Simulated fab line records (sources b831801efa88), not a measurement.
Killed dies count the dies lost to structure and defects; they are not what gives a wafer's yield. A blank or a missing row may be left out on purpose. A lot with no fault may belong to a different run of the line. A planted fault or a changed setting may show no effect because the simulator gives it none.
Which tool was responsible? ; flow gf180mcu ; Sampling: 14 lots, 42 wafers, 4 of 602 route steps

WHAT THE GAUGES SHOWED, per wafer
GF_PSD_OVL_MEAS_08. Usual: PSD_OVL typically reads 0.8 nm, with standard deviation 1.1.
lot;measured;on;PSD_OVL (nm);flag
L869;day 14 16:17;overlay-02;0.4 1.4 1.7;
L871;day 15 01:41;overlay-01;2.6 0.7 1.7;
L872;day 15 16:29;overlay-01;-0.8 0.6 1.3;
L873;day 15 22:53;overlay-01;-0.1 -0.2 1.1;
L875;day 16 14:13;overlay-01;-0.7 1.8 1.5;
L876;day 17 07:25;overlay-02;1.1 1.7 0.8;
L880;day 18 15:37;overlay-02;0.6 0.6 0.2;
L883;day 19 19:44;overlay-02;2.2 1.9 2.0;
L884;day 20 14:16;overlay-02;0.5 -0.4 0.6;
L886;day 21 01:11;overlay-02;-1.1 1.6 -1.2;
L887;day 21 08:07;overlay-01;0.8 0.3 1.9;
L889;day 21 12:31;overlay-01;0.2 0.0 1.0;
L888;day 21 16:31;overlay-01;0.9 0.4 1.2;
L890;day 22 03:49;overlay-01;0.1 0.3 -1.2;

GF_PSD_TW_MEAS_11. Usual: PSD_TW typically reads 3165, with standard deviation 21.
lot;measured;on;PSD_TW;flag
L869;day 14 16:34;film_metro-04;3193 3186 3183;
L871;day 15 01:58;film_metro-02;3138 3139 3138;
L872;day 15 16:46;film_metro-04;3183 3195 3200;
L873;day 15 23:11;film_metro-02;3162 3157 3138;
L875;day 16 14:30;film_metro-04;3181 3179 3174;
L876;day 17 07:43;film_metro-03;3175 3151 3173;
L880;day 18 15:54;film_metro-04;3181 3186 3179;
L883;day 19 20:01;film_metro-03;3151 3143 3144;
L884;day 20 14:34;film_metro-02;3151 3173 3157;
L886;day 21 01:29;film_metro-03;3163 3168 3159;
L887;day 21 08:25;film_metro-04;3196 3179 3200;
L889;day 21 12:49;film_metro-04;3180 3208 3206;
L888;day 21 16:49;film_metro-03;3179 3160 3166;
L890;day 22 04:06;film_metro-03;3163 3166 3172;

GF_SAB_THK_MEAS_01. Usual: SAB_CVD_00_THK typically reads 50.0 nm, with standard deviation 0.67.
lot;measured;on;SAB_CVD_00_THK (nm);flag
L869;day 14 17:02;film_metro-01;49.6 49.3 50.8;
L871;day 15 02:26;film_metro-03;49.0 49.7 50.6;
L872;day 15 17:13;film_metro-01;49.5 50.0 50.0;
L873;day 15 23:38;film_metro-03;50.1 50.5 50.9;
L875;day 16 14:57;film_metro-02;49.2 49.4 49.2;
L876;day 17 08:10;film_metro-03;49.6 50.6 50.4;
L880;day 18 16:22;film_metro-01;49.6 49.2 49.1;
L883;day 19 20:29;film_metro-01;49.7 50.0 50.7;
L884;day 20 15:01;film_metro-01;49.2 49.9 48.8;
L886;day 21 01:56;film_metro-03;49.6 50.0 50.8;
L887;day 21 08:55;film_metro-03;49.7 49.5 50.3;
L889;day 21 13:19;film_metro-03;48.4 49.5 50.2;
L888;day 21 17:16;film_metro-03;49.6 49.7 50.9;
L890;day 22 04:33;film_metro-03;49.9 50.0 50.2;

WHAT TOOL EACH LOT RAN ON (gives the tool, then ch and the chambers of the sampled wafers, and finally the start)
lot;GF_HV_LDD_IMPLANT_35
L869;implanter-02 ch 0, day 12 00:05
L871;implanter-04 ch 0, day 12 08:44
L872;implanter-04 ch 0, day 12 23:01
L873;implanter-02 ch 0, day 13 04:04
L875;implanter-04 ch 0, day 13 17:43
L876;implanter-03 ch 0, day 14 08:32
L880;implanter-03 ch 0, day 15 15:49
L883;implanter-03 ch 0, day 16 16:47
L884;implanter-03 ch 0, day 17 07:54
L886;implanter-02 ch 0, day 17 21:24
L887;implanter-04 ch 0, day 18 03:11
L889;implanter-04 ch 0, day 18 07:51
L888;implanter-04 ch 0, day 18 11:37
L890;implanter-04 ch 0, day 19 01:07
- GF_HV_LDD_IMPLANT_35

AS READ BY THE TOOLS THEMSELVES (means over the sampled wafers that have a number; for cases with no such wafer, the mark the record gives instead)
GF_HV_LDD_IMPLANT_35. Usual: dose_ions_cm2 7.498e+12, standard deviation 8.9e+09; rotation_deg 180.00 degrees, standard deviation 0.052.
lot;tool;dose_ions_cm2;rotation_deg (degrees);flag
L869;implanter-02;7.501e+12;180.00;
L871;implanter-04;7.498e+12;179.99;
L872;implanter-04;7.500e+12;179.97;
L873;implanter-02;7.478e+12;179.99;
L875;implanter-04;7.503e+12;180.00;
L876;implanter-03;7.503e+12;180.01;
L880;implanter-03;7.496e+12;180.02;
L883;implanter-03;7.497e+12;258.00;OFF
L884;implanter-03;7.507e+12;258.01;OFF
L886;implanter-02;7.501e+12;179.98;
L887;implanter-04;7.497e+12;179.98;
L889;implanter-04;7.488e+12;180.00;
L888;implanter-04;7.494e+12;179.96;
L890;implanter-04;7.504e+12;180.02;

THE ANSWER, worked out from the rows above alone
Rule: lot off if the mean of its wafers having a number is beyond 3 standard deviations from the usual mean. Also off: a lot with no number at a reading for which 4 or more lots have one. The other lots that the step has rows for count as sound. The gauges are gone through in route order, then the tools' own readings, and for those a lot's mean is taken as printed above. The first step at which some lot is off is used, and at that step the reading that is off furthest; a lot without a number counts as furthest.
Off: L883, L884, at GF_HV_LDD_IMPLANT_35 (rotation_deg).
A tool fits if, at that step or a process step before it, it ran every lot that is off, and no sound lot after the first of them. One candidate fits, namely implanter-03 at GF_HV_LDD_IMPLANT_35. Its last sound lot is L880 (day 15 15:49), its first lot that is off L883 (day 16 16:47): a fault that began between those two fits.
The tool's own readings at GF_HV_LDD_IMPLANT_35 bear it out: on the lots that are off they differ by more than 5 times the standard deviation of the sound lots' means. rotation_deg reads 258.00 degrees there against 179.99 degrees on the sound lots.

WHAT THE SIMULATOR PUT IN
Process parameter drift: implanter-03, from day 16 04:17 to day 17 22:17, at GF_HV_LDD_IMPLANT_35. A move of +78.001 in setting rotation_deg, from 180. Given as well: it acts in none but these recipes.
Lots struck among those shown: L883, L884. The rule above reached the same finding.
